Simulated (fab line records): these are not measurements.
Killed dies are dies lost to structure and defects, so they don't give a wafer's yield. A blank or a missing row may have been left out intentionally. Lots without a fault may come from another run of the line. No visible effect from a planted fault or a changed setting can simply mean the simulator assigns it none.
Split-lot study -- flow sfqLine -- on a route of 325 steps: 5 lots, 23 wafers read

== ON THE SPLIT ==
At SFQ_TRILAYER_L0_LITHO_COAT_005 (resist thk 600 nm), the setting resistThkNm was moved away from the recipe's 600 nm on 5 of the 23 wafers read, by -2.9% to -1.5%. For the rest of the wafers, this setting stayed at what the recipe calls for.

The split's own step is where the reading is taken.

== THE READING ==
KrF_of_TRILAYER_L0_LITHO_COAT_005.thkNm (the simulator's own value, which no gauge read), in nm, at SFQ_TRILAYER_L0_LITHO_COAT_005 (resist thk 600 nm). No usual value for it is given in the file. Average 598.9 nm, standard deviation 2.2 nm, over the 18 wafers here run with the recipe.

wafer,"tool, chamber at the split","resistThkNm as run, nm",against the recipe,"KrF_of_TRILAYER_L0_LITHO_COAT_005.thkNm, nm",against lot-mates on the recipe
L074.1,"lithoTrack-04, 0",600,recipe,601.1,-
L074.2,"lithoTrack-04, 0",600,recipe,599.9,-
L074.3,"lithoTrack-04, 0",600,recipe,600.4,-
L074.4,"lithoTrack-04, 0",600,recipe,602.3,-
L074.5,"lithoTrack-04, 0",600,recipe,601.5,-
L077.1,"lithoTrack-01, 0",600,recipe,602,-
L077.3,"lithoTrack-01, 0",582.7,-2.9%,584.8,-17.6
L077.4,"lithoTrack-01, 0",582.7,-2.9%,584.8,-17.6
L077.5,"lithoTrack-01, 0",600,recipe,602.7,-
L077.6,"lithoTrack-01, 0",582.7,-2.9%,584.2,-18.1
L078.1,"lithoTrack-03, 0",600,recipe,596,-
L078.2,"lithoTrack-03, 0",600,recipe,597.6,-
L078.3,"lithoTrack-03, 0",590.8,-1.5%,589.8,-7.4
L078.5,"lithoTrack-03, 0",600,recipe,598.1,-
L078.6,"lithoTrack-03, 0",590.8,-1.5%,587.5,-9.7
L080.2,"lithoTrack-04, 0",600,recipe,599.6,-
L080.5,"lithoTrack-04, 0",600,recipe,597.9,-
L080.6,"lithoTrack-04, 0",600,recipe,597.6,-
L083.1,"lithoTrack-03, 0",600,recipe,597.2,-
L083.2,"lithoTrack-03, 0",600,recipe,597.5,-
L083.3,"lithoTrack-03, 0",600,recipe,596.2,-
L083.5,"lithoTrack-03, 0",600,recipe,595.9,-
L083.6,"lithoTrack-03, 0",600,recipe,597.4,-

THE FIT
A straight line over all 23 wafers: KrF_of_TRILAYER_L0_LITHO_COAT_005.thkNm changes by +5.2 nm for each +1% of resistThkNm; r = +0.93; the points scatter about the line by 2.2 nm.
The same after taking each lot's own level away (the mean of its wafers on the recipe; 23 wafers): +6.08 nm for each +1%; r = +0.99; scatter 0.84 nm.
According to that fit, moving resistThkNm by its largest amount changes the reading by 18 nm.
From 596.84 to 602.35 nm: that is the span of the lots' own levels, equal to 2.5 times the standard deviation above.
So the lot-to-lot level changes the slope: the two fits differ.
Check: -17.5 nm against its lot-mates is what the line predicts for one of the wafers moved furthest among these (-2.9%) when that wafer is left out of the fit. Against them it came out at -17.6 nm.

== OTHER SPLITS APPLIED TO THESE WAFERS ==
Note: prior to the reading, these wafers also went through further splits. Each is held against what the fit with the lots' levels taken away leaves over:
other split on the same wafers,wafers away from the commonest value,r with KrF_of_TRILAYER_L0_LITHO_COAT_005.thkNm (lot level and that fit taken away)
SFQ_TRILAYER_INCOMING_OXIDATION_002 tempC,15,-0.12

== THE FILE'S OWN FIT ==
KrF_of_TRILAYER_L0_LITHO_COAT_005.thkNm changes by +6.03 nm for each +1% of resistThkNm, r = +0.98.
